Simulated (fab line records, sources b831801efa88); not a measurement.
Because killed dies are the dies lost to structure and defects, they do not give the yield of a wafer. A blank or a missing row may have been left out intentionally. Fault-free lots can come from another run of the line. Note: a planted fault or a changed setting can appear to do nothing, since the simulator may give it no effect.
One fault through the eyes of 2 desks :: flow sky130 :: each desk has only its own numbers; what lay behind them comes last

THE METROLOGY DESK
Means of the sampled wafers that have a number, per lot and without regard to the tool the lot ran on: this is what the gauges read. A lot is out of limits, marked OUT, if its mean lies more than 4 standard deviations from the usual mean; the brackets give that distance.
Columns: A = VIA4_OVL at SKY_VIA4_OVL_MEAS_11, usual 0.0 nm
lot: L430
first seen here: day 42 16:11
A: 0.0

lot: L433
first seen here: day 43 14:13
A: 3.2

lot: L437
first seen here: day 44 23:32
A: 1.2

lot: L438
first seen here: day 45 05:37
A: 0.6

lot: L439
first seen here: day 45 15:02
A: 1.6

lot: L442
first seen here: day 46 00:46
A: -2.0

lot: L443
first seen here: day 46 10:43
A: -0.3

lot: L444
first seen here: day 46 15:30
A: 1.3

lot: L448
first seen here: day 47 16:23
A: 1.5

lot: L449
first seen here: day 47 18:22
A: -2.0

lot: L450
first seen here: day 48 14:31
A: 1.6

lot: L453
first seen here: day 49 00:34
A: -1.0
Finding of this desk: none of the 12 lots has anything out of limits.

THE TOOL OWNER'S DESK: cmp-01
The tool's own readings at SKY_VIA4_CMP_21 (polishes, stops on SiO2, t overpolish 25 s, target thk 0 nm): means of the sampled wafers that have a number, for each lot that ran on this tool. A lot is out of limits, marked OUT, if its mean lies more than 4 standard deviations from the usual mean; the brackets give that distance.
Columns: A = edgeZonePressureFrac at SKY_VIA4_CMP_21, usual 1.000; B = headPressurePsi at SKY_VIA4_CMP_21, usual 3.500 psi; C = motorCurrentA at SKY_VIA4_CMP_21, usual 11.0 A; D = overpolishRunS at SKY_VIA4_CMP_21, usual 25.001 s; E = timeToEndpointS at SKY_VIA4_CMP_21, usual 120 s
lot: L430
first seen here: day 42 17:19
A: 1.001
B: 3.498
C: 10.9
D: 24.999
E: 118

lot: L437
first seen here: day 45 01:03
A: 0.998
B: 3.504
C: 10.9
D: 25.000
E: 115

lot: L438
first seen here: day 45 06:52
A: 1.000
B: 3.502
C: 10.9
D: 25.003
E: 122

lot: L442
first seen here: day 46 01:55
A: 1.000
B: 3.506
C: 11.4
D: 25.005
E: 120

lot: L443
first seen here: day 46 12:14
A: 0.995
B: 3.498
C: 11.0
D: 25.002
E: 122
Finding of this desk: none of the 5 lots has anything out of limits.

TAKEN TOGETHER
Nothing out of limits was seen by the metrology desk.
The desk of the tool owner found nothing out of limits.

WHAT THE SIMULATOR PUT IN
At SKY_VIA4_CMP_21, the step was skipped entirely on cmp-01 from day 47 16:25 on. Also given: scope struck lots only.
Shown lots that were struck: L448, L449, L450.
